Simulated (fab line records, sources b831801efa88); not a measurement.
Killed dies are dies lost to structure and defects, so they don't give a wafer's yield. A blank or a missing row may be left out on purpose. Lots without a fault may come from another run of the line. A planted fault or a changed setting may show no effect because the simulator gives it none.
Which tool did it? | flow gf180mcu | 14 lots, 42 wafers sampled, at 1 step of a route of 602

WHAT THE GAUGES READ, wafer by wafer
The record holds no reading of a measuring or inspecting step that can be judged against a usual standard deviation.

WHICH TOOL RAN EACH LOT (tool, then ch and the chambers of the sampled wafers, then the start)
lot  | GF_V4_STRIP_19
L998 | wet_bench-04 ch 2, day 24 10:02
L100 | wet_bench-04 ch 1, day 25 03:56
L101 | wet_bench-03 ch 1, day 25 08:26
L102 | wet_bench-04 ch 2, day 26 04:53
L104 | wet_bench-03 ch 0, day 26 18:08
L105 | wet_bench-04 ch 0, day 27 14:41
L107 | wet_bench-03 ch 0, day 28 08:19
L108 | wet_bench-01 ch 2, day 28 09:25
L114 | wet_bench-04 ch 3, day 29 22:31
L115 | wet_bench-04 ch 3, day 30 02:07
L116 | wet_bench-04 ch 3, day 30 03:17
L117 | wet_bench-04 ch 3, day 30 12:23
L118 | wet_bench-03 ch 2, day 30 17:20
L121 | wet_bench-03 ch 1, day 31 09:47
- GF_V4_STRIP_19: strips in post etch residue remover, time 1200 s.

WHAT THE TOOLS THEMSELVES READ (means of the sampled wafers that have a number; where no wafer has one, the mark that the record gives instead)
GF_V4_STRIP_19. Usual: bath_guard_temp_C 72.6 C, standard deviation 0.4; bath_heat_duty_pct 14.0 %, standard deviation 1.
lot  | tool         | bath_guard_temp_C (C) | bath_heat_duty_pct (%) | flag
L998 | wet_bench-04 | 72.8                  | 14.9                   |
L100 | wet_bench-04 | 71.6                  | 14.2                   |
L101 | wet_bench-03 | 71.8                  | 13.8                   |
L102 | wet_bench-04 | 72.8                  | 15.1                   |
L104 | wet_bench-03 | 72.8                  | 13.7                   |
L105 | wet_bench-04 | 72.3                  | 15.6                   |
L107 | wet_bench-03 | 72.7                  | 12.8                   |
L108 | wet_bench-01 | 72.4                  | 14.4                   |
L114 | wet_bench-04 | -                     | -                      | OFF
L115 | wet_bench-04 | -                     | -                      | OFF
L116 | wet_bench-04 | 73.1                  | 13.5                   |
L117 | wet_bench-04 | 73.1                  | 13.5                   |
L118 | wet_bench-03 | 72.4                  | 13.7                   |
L121 | wet_bench-03 | 72.0                  | 13.9                   |

THE ANSWER, worked out from the rows above alone
Rule: a lot is off if the mean of its wafers that have a number lies more than 3 standard deviations from the usual mean. A lot without any number at a reading at which 4 lots or more have one is off too. The other lots that the step has rows for count as sound. The gauges are gone through in route order, then the tools' own readings, and for those a lot's mean is taken as printed above. The first step at which some lot is off is used, and at that step the reading that is off furthest; a lot without a number counts as furthest.
Off: L114, L115, at GF_V4_STRIP_19 (bath_guard_temp_C). Without a number there: L114, L115.
A tool fits if, at that step or a process step before it, it ran every lot that is off, and no sound lot after the first of them. None of those tried fits.

WHAT THE SIMULATOR HAD PUT IN
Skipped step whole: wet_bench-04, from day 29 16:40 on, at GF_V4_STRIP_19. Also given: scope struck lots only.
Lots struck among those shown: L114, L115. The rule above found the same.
